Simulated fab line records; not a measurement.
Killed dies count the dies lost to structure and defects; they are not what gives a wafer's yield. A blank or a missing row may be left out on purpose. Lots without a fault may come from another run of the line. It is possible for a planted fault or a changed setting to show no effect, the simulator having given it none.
fab line records	flow gf180mcu	part 1 of 2: steps 1 to 32 of 45
record: lots: 5	wafers: 15	last_day: 34
route steps=602 shown VT_IMPLANT@104 MVSD@136 NWELL@137 LVPWELL@138 MVPSD@139 DUAL_GATE@141
lots untouched by any fault: they come from a run of this same line in which no faults occurred
start_h: hours from the record's first day to the start of the lot's first wafer shown	wait_h: hours elapsed since this lot's preceding step	" as in the row above	L1.1+2: a single row standing in for several wafers	- no value, or no start was given	* or withheld: withheld	< > ~ a bound
route shown NAME@n: names a module that has steps shown in the file, with the first one's number in the route	usual: mean/standard deviation of fault-free wafers	same: alike in all rows	chamber/n: place in a boat	sites: each site's reading	_std_site: standard deviation across them	_edge_site: mean of outer sites minus mean of inner sites	radius_mm: how far each site lies from the wafer's centre	mask NAME#n: copy n	behind: the last tool/chamber to shape the wafer	hold: why the lot went on hold/how many hours it stayed there/how the hold came to an end	device: the n, p or np transistor that did not switch	end of line: tests run on the same wafers once the route is complete	a step without rows: its recipe alone	killed: not the wafer's yield, but the dies lost to structure and defects at the first sort	map: dies across one wafer; x = killed, . = not, _ = none there
set.NAME: setting as actually run; set.NAME@STEP: the setting as run at that earlier step	model.NAME: the simulator's own value behind a step, which no gauge read
lots seen at some steps along the route; tables by step, rows by wafer
services: the hour from which a tool's chamber was out of use, counted from the record's first day as start_h (under 0 if before that day), plus the number of hours and why
== steps ==
step: GF_VT_IMPLANT_SOFTBAKE_14
recipe: temp_c: 90	time_s: 60	resist: NOVOLAK
lot.wafer	tool	chamber	start_h	wait_h
L079.1+2+4	litho_track-04	0	148.76	0.1
L081.1+2+4	litho_track-01	0	166.50	0.1
L092.1+3+4	litho_track-01	0	230.30	0.1
L096.1+2+4	litho_track-03	0	258.16	0.1
L097.3+4+5	litho_track-03	0	262.26	0.1
step: GF_VT_IMPLANT_EXPOSE_15
recipe: mask_id: Nwell_LV_AREA	target_cd_nm: 860	na: 0.6	source_shape: conventional	sigma_outer: 0.6	dose_mj: 140
same: na: 0.6
lot.wafer	tool	chamber	start_h	wait_h	mask
L079.1+2+4	iline_stepper-02	0	-	-	Nwell_LV_AREA#0
L081.1+2+4	iline_stepper-02	0	-	-	Nwell_LV_AREA#0
L092.1+3+4	iline_stepper-01	0	-	-	Nwell_LV_AREA#0
L096.1+2+4	iline_stepper-01	0	-	-	Nwell_LV_AREA#0
L097.3+4+5	iline_stepper-01	0	-	-	Nwell_LV_AREA#0
step: GF_VT_IMPLANT_PEB_16
recipe: temp_c: withheld	time_s: *	resist: NOVOLAK
lot.wafer	tool	chamber	start_h	wait_h
L079.1+2+4	litho_track-03	0	-	-
L081.1+2+4	litho_track-01	0	-	-
L092.1+3+4	litho_track-01	0	-	-
L096.1+2+4	litho_track-01	0	-	-
L097.3+4+5	litho_track-03	0	-	-
step: GF_VT_IMPLANT_DEVELOP_17
recipe: develop_time_s: 60	dev_temp_c: 23
lot.wafer	tool	chamber	start_h	wait_h
L079.1+2+4	litho_track-03	0	157.06	0.1
L081.1+2+4	litho_track-01	0	174.60	0.1
L092.1+3+4	litho_track-01	0	239.45	0.1
L096.1+2+4	litho_track-01	0	267.75	0.1
L097.3+4+5	litho_track-03	0	271.11	0.1
step: GF_VT_IMPLANT_OVL_MEAS_18
usual: VT_IMPLANT_01_OVL: 0.9/1.7
lot.wafer	tool	chamber	start_h	wait_h	VT_IMPLANT_01_OVL[nm]
L079.1	overlay-02	-	157.21	0.1	0.3
L079.2	"	-	"	"	0.2
L079.4	"	-	"	"	1.5
L081.1	overlay-01	-	174.75	0.1	1.9
L081.2	"	-	"	"	2.7
L081.4	"	-	"	"	2.5
L092.1	overlay-01	-	239.60	0.1	0.5
L092.3	"	-	"	"	2.6
L092.4	"	-	"	"	3.5
L096.1	overlay-01	-	267.90	0.1	-1.3
L096.2	"	-	"	"	-0.8
L096.4	"	-	"	"	0.8
L097.3	overlay-01	-	271.22	0.1	2.6
L097.4	"	-	"	"	1.6
L097.5	"	-	"	"	0.4
step: GF_VT_IMPLANT_IMPLANT_19
recipe: species: As	energy_kev: 100	dose_cm2: 4.35e+12	tilt_deg: 7
usual: faraday_current_uA: 24.5/0.47
lot.wafer	tool	chamber	start_h	wait_h	faraday_current_uA
L079.1	implanter-01	0	157.25	0.0	24.7
L079.2	"	0	"	"	24.7
L079.4	"	0	"	"	24.7
L081.1	implanter-02	0	174.79	0.0	24.3
L081.2	"	0	"	"	24.6
L081.4	"	0	"	"	25.5
L092.1	implanter-02	0	239.64	0.0	24.8
L092.3	"	0	"	"	24.5
L092.4	"	0	"	"	23.7
L096.1	implanter-04	0	267.94	0.0	25.1
L096.2	"	0	"	"	24.3
L096.4	"	0	"	"	25.5
L097.3	implanter-02	0	271.30	0.1	24.6
L097.4	"	0	"	"	25.6
L097.5	"	0	"	"	25.0
step: GF_VT_IMPLANT_STRIP_20
recipe: chemistry: O2/N2	power_w: 1400	pressure_mtorr: 1500	platen_temp_c: 250	o2_flow_sccm: 3000	n2_flow_sccm: 300	overash_fraction: 0.5
usual: drypump_motor_current_A: 5.7/0.5	heater_power_w: 304/27	oes_product_au: 0.716/0.0042	strip_time_to_endpoint_s: 12.64/0.039
lot.wafer	tool	chamber	start_h	wait_h	drypump_motor_current_A	heater_power_w	oes_product_au	rf_hours_counter_h	strip_time_to_endpoint_s
L079.1	plasma_asher-03	0	157.40	0.1	5.9	311	0.719	53	12.55
L079.2	"	1	"	"	5.1	298	0.722	53	12.54
L079.4	"	1	"	"	5.1	293	0.718	-	12.59
L081.1	plasma_asher-01	1	174.94	0.1	5.1	333	0.708	6	12.60
L081.2	"	0	"	"	6.2	248	0.718	6	12.58
L081.4	"	1	"	"	5.1	341	0.725	-	12.66
L092.1	plasma_asher-04	0	239.79	0.1	6.3	335	0.719	59	12.61
L092.3	"	1	"	"	6.3	308	0.714	-	12.61
L092.4	"	0	"	"	6.3	331	0.722	-	12.61
L096.1	plasma_asher-01	1	268.09	0.1	5.1	331	0.719	15	12.67
L096.2	"	0	"	"	6.2	251	0.719	15	12.68
L096.4	"	0	"	"	6.2	245	0.722	-	12.68
L097.3	plasma_asher-01	1	271.43	0.1	5.1	335	0.713	-	12.63
L097.4	"	0	"	"	6.2	249	0.717	-	12.61
L097.5	"	1	"	"	5.1	327	0.714	-	12.63
step: GF_VT_IMPLANT_TW_MEAS_21
usual: VT_IMPLANT_2_TW: 1228/18
lot.wafer	tool	chamber	start_h	wait_h	VT_IMPLANT_2_TW
L079.1	film_metro-03	-	157.50	0.1	1259
L079.2	"	-	"	"	1260
L079.4	"	-	"	"	1255
L081.1	film_metro-04	-	175.04	0.1	1197
L081.2	"	-	"	"	1198
L081.4	"	-	"	"	1203
L092.1	film_metro-03	-	239.89	0.1	1249
L092.3	"	-	"	"	1245
L092.4	"	-	"	"	1246
L096.1	film_metro-01	-	268.19	0.1	1216
L096.2	"	-	"	"	1211
L096.4	"	-	"	"	1216
L097.3	film_metro-01	-	271.52	0.1	1214
L097.4	"	-	"	"	1209
L097.5	"	-	"	"	1211
step: GF_VT_IMPLANT_DEHYDRATE_22
recipe: temp_c: 200	time_s: 60
lot.wafer	tool	chamber	start_h	wait_h
L079.1+2+4	litho_track-04	0	164.46	6.9
L081.1+2+4	litho_track-01	0	182.50	7.5
L092.1+3+4	litho_track-01	0	248.45	8.6
L096.1+2+4	litho_track-04	0	277.15	9.0
L097.3+4+5	litho_track-03	0	280.81	9.3
step: GF_VT_IMPLANT_HMDS_23
recipe: prime_time_s: 60	prime_temp_c: 120
lot.wafer	tool	chamber	start_h	wait_h
L079.1+2+4	litho_track-04	0	164.61	0.1
L081.1+2+4	litho_track-01	0	182.65	0.1
L092.1+3+4	litho_track-01	0	248.60	0.1
L096.1+2+4	litho_track-04	0	277.30	0.1
L097.3+4+5	litho_track-03	0	280.96	0.1
step: GF_VT_IMPLANT_COAT_24
recipe: resist: NOVOLAK	spin_rpm: 3000	resist_thk_nm: 1000
lot.wafer	tool	chamber	start_h	wait_h
L079.1+2+4	litho_track-04	0	164.76	0.1
L081.1+2+4	litho_track-01	0	182.80	0.1
L092.1+3+4	litho_track-01	0	248.75	0.1
L096.1+2+4	litho_track-04	0	277.45	0.1
L097.3+4+5	litho_track-03	0	281.11	0.1
step: GF_VT_IMPLANT_SOFTBAKE_25
recipe: temp_c: 90	time_s: 60	resist: NOVOLAK
lot.wafer	tool	chamber	start_h	wait_h
L079.1+2+4	litho_track-04	0	164.91	0.1
L081.1+2+4	litho_track-01	0	182.95	0.1
L092.1+3+4	litho_track-01	0	248.90	0.1
L096.1+2+4	litho_track-04	0	277.60	0.1
L097.3+4+5	litho_track-03	0	281.26	0.1
step: GF_VT_IMPLANT_EXPOSE_26
recipe: mask_id: LVPWELL_HV_AREA	target_cd_nm: 860	na: 0.6	source_shape: conventional	sigma_outer: 0.6	dose_mj: 140
same: na: 0.6
lot.wafer	tool	chamber	start_h	wait_h	mask
L079.1+2+4	iline_stepper-01	0	-	-	LVPWELL_HV_AREA#0
L081.1+2+4	iline_stepper-01	0	-	-	LVPWELL_HV_AREA#0
L092.1+3+4	iline_stepper-01	0	-	-	LVPWELL_HV_AREA#0
L096.1+2+4	iline_stepper-02	0	-	-	LVPWELL_HV_AREA#0
L097.3+4+5	iline_stepper-01	0	-	-	LVPWELL_HV_AREA#0
step: GF_VT_IMPLANT_PEB_27
recipe: temp_c: withheld	time_s: *	resist: NOVOLAK
lot.wafer	tool	chamber	start_h	wait_h
L079.1+2+4	litho_track-04	0	-	-
L081.1+2+4	litho_track-04	0	-	-
L092.1+3+4	litho_track-04	0	-	-
L096.1+2+4	litho_track-03	0	-	-
L097.3+4+5	litho_track-03	0	-	-
step: GF_VT_IMPLANT_DEVELOP_28
recipe: develop_time_s: 60	dev_temp_c: 23
lot.wafer	tool	chamber	start_h	wait_h
L079.1+2+4	litho_track-04	0	173.01	0.1
L081.1+2+4	litho_track-04	0	191.41	0.1
L092.1+3+4	litho_track-04	0	257.55	0.1
L096.1+2+4	litho_track-03	0	287.66	0.1
L097.3+4+5	litho_track-03	0	291.11	0.1
step: GF_VT_IMPLANT_OVL_MEAS_29
usual: VT_IMPLANT_02_OVL: -0.3/1.6
lot.wafer	tool	chamber	start_h	wait_h	VT_IMPLANT_02_OVL[nm]
L079.1	overlay-01	-	173.16	0.1	0.3
L079.2	"	-	"	"	3.6
L079.4	"	-	"	"	3.1
L081.1	overlay-01	-	191.56	0.1	0.3
L081.2	"	-	"	"	0.4
L081.4	"	-	"	"	0.5
L092.1	overlay-01	-	257.70	0.1	-2.7
L092.3	"	-	"	"	-1.8
L092.4	"	-	"	"	-4.3
L096.1	overlay-02	-	287.81	0.1	1.0
L096.2	"	-	"	"	-0.4
L096.4	"	-	"	"	-1.2
L097.3	overlay-01	-	291.22	0.1	-0.3
L097.4	"	-	"	"	-1.8
L097.5	"	-	"	"	3.0
step: GF_VT_IMPLANT_IMPLANT_30
recipe: species: B	energy_kev: 25	dose_cm2: 2.66e+12	tilt_deg: 7
usual: faraday_current_uA: 14.98/0.29
lot.wafer	tool	chamber	start_h	wait_h	faraday_current_uA
L079.1	implanter-02	0	173.19	0.0	14.88
L079.2	"	0	"	"	14.54
L079.4	"	0	"	"	15.23
L081.1	implanter-04	0	191.59	0.0	14.86
L081.2	"	0	"	"	14.65
L081.4	"	0	"	"	14.60
L092.1	implanter-04	0	257.74	0.0	15.41
L092.3	"	0	"	"	15.00
L092.4	"	0	"	"	15.26
L096.1	implanter-04	0	287.85	0.0	14.80
L096.2	"	0	"	"	14.80
L096.4	"	0	"	"	14.92
L097.3	implanter-04	0	291.30	0.1	15.15
L097.4	"	0	"	"	14.95
L097.5	"	0	"	"	14.68
step: GF_VT_IMPLANT_STRIP_31
recipe: chemistry: O2/N2	power_w: 1400	pressure_mtorr: 1500	platen_temp_c: 250	o2_flow_sccm: 3000	n2_flow_sccm: 300	overash_fraction: 0.5
usual: drypump_motor_current_A: 5.9/0.5	heater_power_w: 308/27	oes_product_au: 0.715/0.0044	strip_time_to_endpoint_s: 12.64/0.039
lot.wafer	tool	chamber	start_h	wait_h	drypump_motor_current_A	heater_power_w	oes_product_au	rf_hours_counter_h	strip_time_to_endpoint_s
L079.1	plasma_asher-04	0	173.34	0.1	6.3	330	0.712	52	12.61
L079.2	"	1	"	"	6.3	311	0.712	52	12.59
L079.4	"	1	"	"	6.2	314	0.714	-	12.63
L081.1	plasma_asher-04	1	191.74	0.1	6.2	309	0.706	53	12.64
L081.2	"	0	"	"	6.3	327	0.712	53	12.62
L081.4	"	1	"	"	6.2	321	0.724	-	12.64
L092.1	plasma_asher-04	1	257.89	0.1	6.2	316	0.715	60	12.66
L092.3	"	0	"	"	6.3	325	0.712	-	12.67
L092.4	"	1	"	"	6.2	315	0.715	-	12.67
L096.1	plasma_asher-04	1	288.00	0.1	6.2	316	0.710	64	12.62
L096.2	"	0	"	"	6.3	332	0.721	64	12.65
L096.4	"	0	"	"	6.2	340	0.710	-	12.65
L097.3	plasma_asher-01	1	291.43	0.1	5.1	328	0.719	-	12.67
L097.4	"	0	"	"	6.2	247	0.710	-	12.68
L097.5	"	1	"	"	5.1	339	0.707	-	12.68
step: GF_VT_IMPLANT_TW_MEAS_32
usual: VT_IMPLANT_3_TW: 275/4.7
lot.wafer	tool	chamber	start_h	wait_h	VT_IMPLANT_3_TW
L079.1	film_metro-03	-	173.44	0.1	279
L079.2	"	-	"	"	278
L079.4	"	-	"	"	278
L081.1	film_metro-01	-	191.84	0.1	272
L081.2	"	-	"	"	272
L081.4	"	-	"	"	273
L092.1	film_metro-03	-	257.99	0.1	280
L092.3	"	-	"	"	280
L092.4	"	-	"	"	280
L096.1	film_metro-03	-	288.10	0.1	280
L096.2	"	-	"	"	279
L096.4	"	-	"	"	277
L097.3	film_metro-03	-	291.52	0.1	279
L097.4	"	-	"	"	278
L097.5	"	-	"	"	278
step: GF_VT_IMPLANT_DEHYDRATE_33
recipe: temp_c: 200	time_s: 60
lot.wafer	tool	chamber	start_h	wait_h
L079.1+2+4	litho_track-01	0	180.60	7.1
L081.1+2+4	litho_track-04	0	199.46	7.6
L092.1+3+4	litho_track-01	0	266.65	8.7
L096.1+2+4	litho_track-04	0	297.90	9.8
L097.3+4+5	litho_track-03	0	300.86	9.3
step: GF_VT_IMPLANT_HMDS_34
recipe: prime_time_s: 60	prime_temp_c: 120
lot.wafer	tool	chamber	start_h	wait_h
L079.1+2+4	litho_track-01	0	180.75	0.1
L081.1+2+4	litho_track-04	0	199.61	0.1
L092.1+3+4	litho_track-01	0	266.80	0.1
L096.1+2+4	litho_track-04	0	298.05	0.1
L097.3+4+5	litho_track-03	0	301.01	0.1
step: GF_VT_IMPLANT_COAT_35
recipe: resist: NOVOLAK	spin_rpm: 3000	resist_thk_nm: 1000
lot.wafer	tool	chamber	start_h	wait_h
L079.1+2+4	litho_track-01	0	180.90	0.1
L081.1+2+4	litho_track-04	0	199.76	0.1
L092.1+3+4	litho_track-01	0	266.95	0.1
L096.1+2+4	litho_track-04	0	298.20	0.1
L097.3+4+5	litho_track-03	0	301.16	0.1
step: GF_VT_IMPLANT_SOFTBAKE_36
recipe: temp_c: 90	time_s: 60	resist: NOVOLAK
lot.wafer	tool	chamber	start_h	wait_h
L079.1+2+4	litho_track-01	0	181.05	0.1
L081.1+2+4	litho_track-04	0	199.91	0.1
L092.1+3+4	litho_track-01	0	267.10	0.1
L096.1+2+4	litho_track-04	0	298.35	0.1
L097.3+4+5	litho_track-03	0	301.31	0.1
step: GF_VT_IMPLANT_EXPOSE_37
recipe: mask_id: Nwell_HV_AREA	target_cd_nm: 860	na: 0.6	source_shape: conventional	sigma_outer: 0.6	dose_mj: 140
same: na: 0.6
lot.wafer	tool	chamber	start_h	wait_h	mask
L079.1+2+4	iline_stepper-02	0	-	-	Nwell_HV_AREA#0
L081.1+2+4	iline_stepper-01	0	-	-	Nwell_HV_AREA#0
L092.1+3+4	iline_stepper-01	0	-	-	Nwell_HV_AREA#0
L096.1+2+4	iline_stepper-01	0	-	-	Nwell_HV_AREA#0
L097.3+4+5	iline_stepper-01	0	-	-	Nwell_HV_AREA#0
step: GF_VT_IMPLANT_PEB_38
recipe: temp_c: withheld	time_s: *	resist: NOVOLAK
lot.wafer	tool	chamber	start_h	wait_h
L079.1+2+4	litho_track-04	0	-	-
L081.1+2+4	litho_track-01	0	-	-
L092.1+3+4	litho_track-04	0	-	-
L096.1+2+4	litho_track-03	0	-	-
L097.3+4+5	litho_track-01	0	-	-
step: GF_VT_IMPLANT_DEVELOP_39
recipe: develop_time_s: 60	dev_temp_c: 23
lot.wafer	tool	chamber	start_h	wait_h
L079.1+2+4	litho_track-04	0	189.76	0.1
L081.1+2+4	litho_track-01	0	208.75	0.1
L092.1+3+4	litho_track-04	0	277.00	0.1
L096.1+2+4	litho_track-03	0	308.16	0.1
L097.3+4+5	litho_track-01	0	311.10	0.1
step: GF_VT_IMPLANT_OVL_MEAS_40
usual: VT_IMPLANT_03_OVL: -0.4/1.5
lot.wafer	tool	chamber	start_h	wait_h	VT_IMPLANT_03_OVL[nm]
L079.1	overlay-01	-	189.91	0.1	-2.6
L079.2	"	-	"	"	-4.0
L079.4	"	-	"	"	-2.5
L081.1	overlay-01	-	208.90	0.1	0.3
L081.2	"	-	"	"	-0.1
L081.4	"	-	"	"	1.8
L092.1	overlay-02	-	277.15	0.1	-1.1
L092.3	"	-	"	"	0.3
L092.4	"	-	"	"	0.7
L096.1	overlay-01	-	308.31	0.1	-0.9
L096.2	"	-	"	"	1.2
L096.4	"	-	"	"	0.8
L097.3	overlay-01	-	311.21	0.1	1.0
L097.4	"	-	"	"	0.1
L097.5	"	-	"	"	-0.1
step: GF_VT_IMPLANT_IMPLANT_41
recipe: species: As	energy_kev: 70	dose_cm2: 1.013e+12	tilt_deg: 7
usual: faraday_current_uA: 5.72/0.12
lot.wafer	tool	chamber	start_h	wait_h	faraday_current_uA
L079.1	implanter-01	0	189.94	0.0	5.77
L079.2	"	0	"	"	5.73
L079.4	"	0	"	"	5.83
L081.1	implanter-04	0	208.94	0.0	5.72
L081.2	"	0	"	"	5.74
L081.4	"	0	"	"	5.72
L092.1	implanter-01	0	277.19	0.0	5.60
L092.3	"	0	"	"	5.68
L092.4	"	0	"	"	5.58
L096.1	implanter-01	0	308.34	0.0	5.62
L096.2	"	0	"	"	5.86
L096.4	"	0	"	"	5.76
L097.3	implanter-02	0	311.29	0.1	5.88
L097.4	"	0	"	"	5.87
L097.5	"	0	"	"	5.91
step: GF_VT_IMPLANT_STRIP_42
recipe: chemistry: O2/N2	power_w: 1400	pressure_mtorr: 1500	platen_temp_c: 250	o2_flow_sccm: 3000	n2_flow_sccm: 300	overash_fraction: 0.5
usual: drypump_motor_current_A: 5.9/0.5	heater_power_w: 307/27	oes_product_au: 0.716/0.0049	strip_time_to_endpoint_s: 12.634/0.03
lot.wafer	tool	chamber	start_h	wait_h	drypump_motor_current_A	heater_power_w	oes_product_au	rf_hours_counter_h	strip_time_to_endpoint_s
L079.1	plasma_asher-01	1	190.09	0.1	5.1	339	0.722	8	12.614
L079.2	"	0	"	"	6.2	247	0.715	8	12.595
L079.4	"	1	"	"	5.1	341	0.719	-	12.614
L081.1	plasma_asher-04	0	209.09	0.1	6.3	335	0.716	55	12.614
L081.2	"	1	"	"	6.3	312	0.724	55	12.611
L081.4	"	1	"	"	6.2	314	0.726	-	12.637
L092.1	plasma_asher-03	0	277.34	0.1	5.9	315	0.721	66	12.617
L092.3	"	0	"	"	5.9	313	0.716	-	12.633
L092.4	"	1	"	"	5.1	292	0.721	-	12.640
L096.1	plasma_asher-04	1	308.49	0.1	6.2	308	0.713	66	12.608
L096.2	"	0	"	"	6.3	335	0.712	66	12.648
L096.4	"	0	"	"	6.3	335	0.716	-	12.600
L097.3	plasma_asher-01	1	311.42	0.1	5.1	327	0.717	-	12.654
L097.4	"	0	"	"	6.2	244	0.716	-	12.680
L097.5	"	0	"	"	6.2	249	0.719	-	12.641
step: GF_VT_IMPLANT_TW_MEAS_43
usual: VT_IMPLANT_4_TW: 695/15
lot.wafer	tool	chamber	start_h	wait_h	VT_IMPLANT_4_TW
L079.1	film_metro-03	-	190.19	0.1	703
L079.2	"	-	"	"	706
L079.4	"	-	"	"	709
L081.1	film_metro-03	-	209.19	0.1	711
L081.2	"	-	"	"	707
L081.4	"	-	"	"	700
L092.1	film_metro-03	-	277.44	0.1	708
L092.3	"	-	"	"	706
L092.4	"	-	"	"	705
L096.1	film_metro-03	-	308.59	0.1	704
L096.2	"	-	"	"	706
L096.4	"	-	"	"	707
L097.3	film_metro-04	-	311.51	0.1	671
L097.4	"	-	"	"	676
L097.5	"	-	"	"	676
step: GF_VT_IMPLANT_CLEAN_44
recipe: chemistry: SC1/SC2	mix: 1:4:20	temp_c: 70	time_s: 150	dry: n2_spin
lot.wafer	tool	chamber	start_h	wait_h
L079.1+2+4	wet_bench-01	2	190.25	0.1
L081.1+2+4	wet_bench-04	2	209.25	0.1
L092.1+3+4	wet_bench-01	2	277.50	0.1
L096.1+2+4	wet_bench-03	0	308.65	0.1
L097.3+4+5	wet_bench-01	3	311.55	0.0
step: GF_VT_IMPLANT_RTA_45
recipe: temp_c: 1050	time_s: 30	ambient: N2
usual: anneal_temp_c_max: 1054.7/0.96	chamber_o2_ppm: 1.999/0.022	lamp_power_pct: 34/3.6	wafer_temp_C_max: 1055.2/1.1
lot.wafer	tool	chamber	start_h	wait_h	anneal_temp_c_max	chamber_o2_ppm	lamp_power_pct	wafer_temp_C_max
L079.1	rtp_anneal-02	0	190.30	0.0	1054.1	1.986	37	1054.7
L079.2	"	0	"	"	1055.3	2.014	37	1054.1
L079.4	"	0	"	"	1055.3	1.997	37	1056.0
L081.1	rtp_anneal-02	0	209.30	0.0	1053.8	1.998	37	1054.6
L081.2	"	0	"	"	1053.6	1.983	37	1055.3
L081.4	"	0	"	"	1054.3	1.980	37	1055.4
L092.1	rtp_anneal-02	0	277.55	0.0	1056.2	2.026	37	1054.7
L092.3	"	0	"	"	1054.8	1.980	37	1054.0
L092.4	"	0	"	"	1054.6	1.995	37	1054.7
L096.1	rtp_anneal-02	0	308.70	0.0	1055.8	1.998	37	1054.8
L096.2	"	0	"	"	1054.8	1.984	37	1055.6
L096.4	"	0	"	"	1054.5	2.021	37	1054.5
L097.3	rtp_anneal-01	0	311.63	0.0	1054.9	2.038	30	1054.4
L097.4	"	0	"	"	1054.0	2.028	30	1053.6
L097.5	"	0	"	"	1054.9	2.018	30	1054.6
